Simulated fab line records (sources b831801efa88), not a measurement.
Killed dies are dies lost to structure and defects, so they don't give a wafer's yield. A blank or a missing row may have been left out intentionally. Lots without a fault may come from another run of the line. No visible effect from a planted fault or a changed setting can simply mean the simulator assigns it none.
Which of the tools did it? || flow sky130 || Sampling: 14 lots, 42 wafers, 5 of 708 route steps

WHAT EACH GAUGE READ, for each wafer
SKY_SPACER_THK_MEAS_01.
{"lot": "L408", "measured": "day 23 23:00", "on": "film metro-03", "SPACER_CVD_00_THK (nm)": "44.0 43.7 43.7"}
{"lot": "L406", "measured": "day 24 02:26", "on": "film metro-03", "SPACER_CVD_00_THK (nm)": "42.9 43.3 43.1"}
{"lot": "L409", "measured": "day 24 03:40", "on": "film metro-03", "SPACER_CVD_00_THK (nm)": "43.2 43.2 43.1"}
{"lot": "L410", "measured": "day 24 13:02", "on": "film metro-03", "SPACER_CVD_00_THK (nm)": "43.1 42.8 43.2"}
{"lot": "L411", "measured": "day 24 23:10", "on": "film metro-04", "SPACER_CVD_00_THK (nm)": "52.4 53.0 52.6"}
{"lot": "L413", "measured": "day 25 15:41", "on": "film metro-04", "SPACER_CVD_00_THK (nm)": "51.8 51.9 52.1"}
{"lot": "L421", "measured": "day 28 11:20", "on": "film metro-01", "SPACER_CVD_00_THK (nm)": "42.4 42.3 42.4"}
{"lot": "L422", "measured": "day 28 15:09", "on": "film metro-01", "SPACER_CVD_00_THK (nm)": "42.5 42.7 42.5"}
{"lot": "L425", "measured": "day 30 14:31", "on": "film metro-03", "SPACER_CVD_00_THK (nm)": "43.7 43.4 43.1"}
{"lot": "L423", "measured": "day 30 15:43", "on": "film metro-04", "SPACER_CVD_00_THK (nm)": "43.3 43.7 43.8"}
{"lot": "L426", "measured": "day 30 15:44", "on": "film metro-03", "SPACER_CVD_00_THK (nm)": "42.9 43.1 42.8"}
{"lot": "L427", "measured": "day 30 16:56", "on": "film metro-04", "SPACER_CVD_00_THK (nm)": "42.8 42.6 42.8"}
{"lot": "L428", "measured": "day 30 18:08", "on": "film metro-03", "SPACER_CVD_00_THK (nm)": "43.6 43.5 43.1"}
{"lot": "L429", "measured": "day 31 03:37", "on": "film metro-03", "SPACER_CVD_00_THK (nm)": "43.1 43.1 43.1"}

SKY_METAL1_RS_MEAS_05: the measuring method here is four-point-probe.
{"lot": "L408", "measured": "day 32 14:43", "on": "film metro-01", "METAL1_ALCU_RS (ohm/sq)": "0.1238 0.1252 0.1242"}
{"lot": "L406", "measured": "day 32 15:52", "on": "film metro-04", "METAL1_ALCU_RS (ohm/sq)": "0.1264 0.1252 0.1272"}
{"lot": "L409", "measured": "day 32 16:56", "on": "film metro-01", "METAL1_ALCU_RS (ohm/sq)": "0.1272 0.1285 0.1269"}
{"lot": "L410", "measured": "day 33 00:31", "on": "film metro-03", "METAL1_ALCU_RS (ohm/sq)": "0.1253 0.1254 0.1266"}
{"lot": "L411", "measured": "day 33 10:46", "on": "film metro-01", "METAL1_ALCU_RS (ohm/sq)": "0.1253 0.1273 0.1257"}
{"lot": "L413", "measured": "day 34 03:10", "on": "film metro-01", "METAL1_ALCU_RS (ohm/sq)": "0.1282 0.1288 0.1279"}
{"lot": "L421", "measured": "day 36 14:31", "on": "film metro-01", "METAL1_ALCU_RS (ohm/sq)": "0.1289 0.1285 0.1304"}
{"lot": "L422", "measured": "day 36 15:51", "on": "film metro-03", "METAL1_ALCU_RS (ohm/sq)": "0.1262 0.1259 0.1273"}
{"lot": "L425", "measured": "day 38 11:44", "on": "film metro-04", "METAL1_ALCU_RS (ohm/sq)": "0.1270 0.1286 0.1263"}
{"lot": "L423", "measured": "day 38 14:31", "on": "film metro-03", "METAL1_ALCU_RS (ohm/sq)": "0.1284 0.1268 0.1293"}
{"lot": "L426", "measured": "day 38 13:22", "on": "film metro-03", "METAL1_ALCU_RS (ohm/sq)": "0.1274 0.1287 0.1297"}
{"lot": "L427", "measured": "day 38 16:14", "on": "film metro-01", "METAL1_ALCU_RS (ohm/sq)": "0.1288 0.1280 0.1290"}
{"lot": "L428", "measured": "day 38 17:17", "on": "film metro-03", "METAL1_ALCU_RS (ohm/sq)": "0.1233 0.1272 0.1266"}
{"lot": "L429", "measured": "day 39 00:04", "on": "film metro-04", "METAL1_ALCU_RS (ohm/sq)": "0.1241 0.1252 0.1258"}

SKY_METAL1_CD_MEAS_15: the cd target is 140 nm.
{"lot": "L408", "measured": "day 33 17:05", "on": "cd sem-02", "cd nm (nm)": "140.1 137.3 138.0"}
{"lot": "L406", "measured": "day 33 18:07", "on": "cd sem-01", "cd nm (nm)": "138.6 139.6 138.6"}
{"lot": "L409", "measured": "day 33 18:54", "on": "cd sem-01", "cd nm (nm)": "140.0 140.4 140.5"}
{"lot": "L410", "measured": "day 34 03:49", "on": "cd sem-02", "cd nm (nm)": "139.2 137.5 140.4"}
{"lot": "L411", "measured": "day 34 13:37", "on": "cd sem-01", "cd nm (nm)": "139.0 140.2 139.6"}
{"lot": "L413", "measured": "day 35 05:31", "on": "cd sem-01", "cd nm (nm)": "136.5 137.0 137.7"}
{"lot": "L421", "measured": "day 37 15:49", "on": "cd sem-01", "cd nm (nm)": "140.7 142.4 141.7"}
{"lot": "L422", "measured": "day 37 17:33", "on": "cd sem-01", "cd nm (nm)": "140.6 140.0 141.3"}
{"lot": "L425", "measured": "day 39 11:58", "on": "cd sem-02", "cd nm (nm)": "140.9 140.8 141.5"}
{"lot": "L423", "measured": "day 39 15:51", "on": "cd sem-02", "cd nm (nm)": "140.3 140.1 139.3"}
{"lot": "L426", "measured": "day 39 14:55", "on": "cd sem-02", "cd nm (nm)": "140.1 139.2 140.6"}
{"lot": "L427", "measured": "day 39 17:11", "on": "cd sem-01", "cd nm (nm)": "140.2 140.4 140.1"}
{"lot": "L428", "measured": "day 39 18:46", "on": "cd sem-01", "cd nm (nm)": "139.5 139.2 139.4"}
{"lot": "L429", "measured": "day 40 01:03", "on": "cd sem-01", "cd nm (nm)": "135.8 136.6 136.1"}

TOOL THAT RAN EACH LOT (tool first, then ch and the chambers of the sampled wafers, then the start)
{"lot": "L408", "SKY_SPACER_CVD_00": "lpcvd-02 ch 0, day 23 21:46", "SKY_SPACER_ETCHBACK_02": "rie diel-02 ch 0,1,3, day 23 23:02"}
{"lot": "L406", "SKY_SPACER_CVD_00": "lpcvd-02 ch 1, day 24 01:14", "SKY_SPACER_ETCHBACK_02": "rie diel-01 ch 0,1,3, day 24 02:29"}
{"lot": "L409", "SKY_SPACER_CVD_00": "lpcvd-02 ch 1, day 24 02:26", "SKY_SPACER_ETCHBACK_02": "rie diel-02 ch 1,2,3, day 24 03:42"}
{"lot": "L410", "SKY_SPACER_CVD_00": "lpcvd-02 ch 1, day 24 11:49", "SKY_SPACER_ETCHBACK_02": "rie diel-03 ch 0,1,2, day 24 13:05"}
{"lot": "L411", "SKY_SPACER_CVD_00": "lpcvd-02 ch 1, day 24 21:57", "SKY_SPACER_ETCHBACK_02": "rie diel-03 ch 0,1,2, day 24 23:13"}
{"lot": "L413", "SKY_SPACER_CVD_00": "lpcvd-02 ch 1, day 25 14:28", "SKY_SPACER_ETCHBACK_02": "rie diel-01 ch 0,1,3, day 25 15:44"}
{"lot": "L421", "SKY_SPACER_CVD_00": "lpcvd-02 ch 0, day 28 10:07", "SKY_SPACER_ETCHBACK_02": "rie diel-03 ch 0,1,3, day 28 11:23"}
{"lot": "L422", "SKY_SPACER_CVD_00": "lpcvd-02 ch 0, day 28 13:57", "SKY_SPACER_ETCHBACK_02": "rie diel-01 ch 1,2,3, day 28 15:13"}
{"lot": "L425", "SKY_SPACER_CVD_00": "lpcvd-02 ch 0, day 30 13:19", "SKY_SPACER_ETCHBACK_02": "rie diel-01 ch 0,3, day 30 14:34"}
{"lot": "L423", "SKY_SPACER_CVD_00": "lpcvd-02 ch 1, day 30 14:31", "SKY_SPACER_ETCHBACK_02": "rie diel-02 ch 0,2,3, day 30 15:47"}
{"lot": "L426", "SKY_SPACER_CVD_00": "lpcvd-02 ch 1, day 30 14:31", "SKY_SPACER_ETCHBACK_02": "rie diel-01 ch 2,3, day 30 15:47"}
{"lot": "L427", "SKY_SPACER_CVD_00": "lpcvd-02 ch 0, day 30 15:43", "SKY_SPACER_ETCHBACK_02": "rie diel-03 ch 0,1,3, day 30 16:59"}
{"lot": "L428", "SKY_SPACER_CVD_00": "lpcvd-02 ch 0, day 30 16:55", "SKY_SPACER_ETCHBACK_02": "rie diel-02 ch 0,2,3, day 30 18:11"}
{"lot": "L429", "SKY_SPACER_CVD_00": "lpcvd-02 ch 1, day 31 02:25", "SKY_SPACER_ETCHBACK_02": "rie diel-01 ch 0,1,2, day 31 03:41"}
- SKY_SPACER_CVD_00: deposits Si3N4 from DCS/NH3, target thk 43.1 nm, time 740 s.
- SKY_SPACER_ETCHBACK_02: etches Si3N4 in CH3F/O2, stops on SiO2, time 46.7 s, target depth 45 nm.

WHAT THE TOOLS THEMSELVES READ (means of the sampled wafers that have a number; where no wafer has one, the mark that the record gives instead)
SKY_SPACER_CVD_00.
{"lot": "L408", "tool": "lpcvd-02", "spike tc bottom C (C)": 790.4, "spike tc centre C (C)": 770.3, "spike tc lower C (C)": 772.8, "spike tc top C (C)": 785.0, "spike tc upper C (C)": 769.7, "susceptor temp C (C)": 770.1}
{"lot": "L406", "tool": "lpcvd-02", "spike tc bottom C (C)": 788.7, "spike tc centre C (C)": 770.3, "spike tc lower C (C)": 769.8, "spike tc top C (C)": 783.5, "spike tc upper C (C)": 769.8, "susceptor temp C (C)": 770.1}
{"lot": "L409", "tool": "lpcvd-02", "spike tc bottom C (C)": 789.1, "spike tc centre C (C)": 769.9, "spike tc lower C (C)": 769.8, "spike tc top C (C)": 783.1, "spike tc upper C (C)": 769.0, "susceptor temp C (C)": 769.8}
{"lot": "L410", "tool": "lpcvd-02", "spike tc bottom C (C)": 788.3, "spike tc centre C (C)": 770.2, "spike tc lower C (C)": 770.0, "spike tc top C (C)": 781.8, "spike tc upper C (C)": 769.6, "susceptor temp C (C)": 770.3}
{"lot": "L411", "tool": "lpcvd-02", "spike tc bottom C (C)": 799.1, "spike tc centre C (C)": 781.3, "spike tc lower C (C)": 780.4, "spike tc top C (C)": 793.5, "spike tc upper C (C)": 780.3, "susceptor temp C (C)": 780.5}
{"lot": "L413", "tool": "lpcvd-02", "spike tc bottom C (C)": 798.8, "spike tc centre C (C)": 780.7, "spike tc lower C (C)": 780.8, "spike tc top C (C)": 793.3, "spike tc upper C (C)": 780.1, "susceptor temp C (C)": 780.1}
{"lot": "L421", "tool": "lpcvd-02", "spike tc bottom C (C)": 789.7, "spike tc centre C (C)": 769.8, "spike tc lower C (C)": 773.4, "spike tc top C (C)": 784.1, "spike tc upper C (C)": 768.6, "susceptor temp C (C)": 770.3}
{"lot": "L422", "tool": "lpcvd-02", "spike tc bottom C (C)": 790.2, "spike tc centre C (C)": 769.3, "spike tc lower C (C)": 772.6, "spike tc top C (C)": 784.2, "spike tc upper C (C)": 768.3, "susceptor temp C (C)": 770.1}
{"lot": "L425", "tool": "lpcvd-02", "spike tc bottom C (C)": 789.6, "spike tc centre C (C)": 769.9, "spike tc lower C (C)": 772.6, "spike tc top C (C)": 784.6, "spike tc upper C (C)": 768.9, "susceptor temp C (C)": 770.1}
{"lot": "L423", "tool": "lpcvd-02", "spike tc bottom C (C)": 789.3, "spike tc centre C (C)": 769.9, "spike tc lower C (C)": 770.6, "spike tc top C (C)": 782.9, "spike tc upper C (C)": 769.5, "susceptor temp C (C)": 769.6}
{"lot": "L426", "tool": "lpcvd-02", "spike tc bottom C (C)": 788.7, "spike tc centre C (C)": 771.5, "spike tc lower C (C)": 771.9, "spike tc top C (C)": 784.0, "spike tc upper C (C)": 769.7, "susceptor temp C (C)": 769.4}
{"lot": "L427", "tool": "lpcvd-02", "spike tc bottom C (C)": 788.7, "spike tc centre C (C)": 769.9, "spike tc lower C (C)": 772.4, "spike tc top C (C)": 784.3, "spike tc upper C (C)": 768.3, "susceptor temp C (C)": 769.6}
{"lot": "L428", "tool": "lpcvd-02", "spike tc bottom C (C)": 790.0, "spike tc centre C (C)": 770.3, "spike tc lower C (C)": 773.1, "spike tc top C (C)": 784.1, "spike tc upper C (C)": 767.5, "susceptor temp C (C)": 769.7}
{"lot": "L429", "tool": "lpcvd-02", "spike tc bottom C (C)": 789.3, "spike tc centre C (C)": 770.5, "spike tc lower C (C)": 771.3, "spike tc top C (C)": 782.0, "spike tc upper C (C)": 770.1, "susceptor temp C (C)": 770.2}

SKY_SPACER_ETCHBACK_02.
{"lot": "L408", "tool": "rie diel-02", "drypump motor current A (A)": 6.0, "oes product au (a.u.)": 0.863, "throttle valve pct (%)": 10.561}
{"lot": "L406", "tool": "rie diel-01", "drypump motor current A (A)": 5.7, "oes product au (a.u.)": 0.855, "throttle valve pct (%)": 10.559}
{"lot": "L409", "tool": "rie diel-02", "drypump motor current A (A)": 6.3, "oes product au (a.u.)": 0.850, "throttle valve pct (%)": 10.559}
{"lot": "L410", "tool": "rie diel-03", "drypump motor current A (A)": 6.2, "oes product au (a.u.)": 0.858, "throttle valve pct (%)": 10.570}
{"lot": "L411", "tool": "rie diel-03", "drypump motor current A (A)": 6.2, "oes product au (a.u.)": 0.959, "throttle valve pct (%)": 10.578}
{"lot": "L413", "tool": "rie diel-01", "drypump motor current A (A)": 5.7, "oes product au (a.u.)": 0.950, "throttle valve pct (%)": 10.571}
{"lot": "L421", "tool": "rie diel-03", "drypump motor current A (A)": 6.3, "oes product au (a.u.)": 0.846, "throttle valve pct (%)": 10.563}
{"lot": "L422", "tool": "rie diel-01", "drypump motor current A (A)": 5.3, "oes product au (a.u.)": 0.850, "throttle valve pct (%)": 10.558}
{"lot": "L425", "tool": "rie diel-01", "drypump motor current A (A)": 5.9, "oes product au (a.u.)": 0.859, "throttle valve pct (%)": 10.567}
{"lot": "L423", "tool": "rie diel-02", "drypump motor current A (A)": 5.9, "oes product au (a.u.)": 0.857, "throttle valve pct (%)": 10.567}
{"lot": "L426", "tool": "rie diel-01", "drypump motor current A (A)": 5.3, "oes product au (a.u.)": 0.856, "throttle valve pct (%)": 10.559}
{"lot": "L427", "tool": "rie diel-03", "drypump motor current A (A)": 6.2, "oes product au (a.u.)": 0.857, "throttle valve pct (%)": 10.559}
{"lot": "L428", "tool": "rie diel-02", "drypump motor current A (A)": 5.9, "oes product au (a.u.)": 0.856, "throttle valve pct (%)": 10.564}
{"lot": "L429", "tool": "rie diel-01", "drypump motor current A (A)": 5.6, "oes product au (a.u.)": 0.855, "throttle valve pct (%)": 10.560}

THE ANSWER, worked out from the rows above alone
Rule: usual is defined by the lots themselves. Put in order of their means at a reading, lots are off if they are a third of the lots or fewer, leave a main group of 4 or more, and stand apart from it by a gap of 3 or more times the standard deviation of the main group's means; of several such gaps the widest counts. If all means in a main group match to the digits the tables above print for the reading, that group is not used. Also off: a lot with no number at a reading for which 4 or more lots have one. Where the step has rows for the other lots, those lots are counted as sound. First the gauges in route order, then the tools' own readings, where a lot's mean is used as printed above. At the first step where some lot is off, the reading lying furthest off is the one used; lots without a number count as furthest.
Off: L411, L413, at SKY_SPACER_THK_MEAS_01 (SPACER_CVD_00_THK). For the main group the mean is 43.1 nm and the standard deviation 0.4.
If a tool, at a process step before that reading, ran all the lots that are off and no sound lot after the first of them, it fits. Not tried: the gauges at SKY_SPACER_THK_MEAS_01; whatever is off there is also off at SKY_SPACER_CVD_00, on other tools, and gauge error can't account for it. Of those tried, none fits.

WHAT THE SIMULATOR HAD PUT IN
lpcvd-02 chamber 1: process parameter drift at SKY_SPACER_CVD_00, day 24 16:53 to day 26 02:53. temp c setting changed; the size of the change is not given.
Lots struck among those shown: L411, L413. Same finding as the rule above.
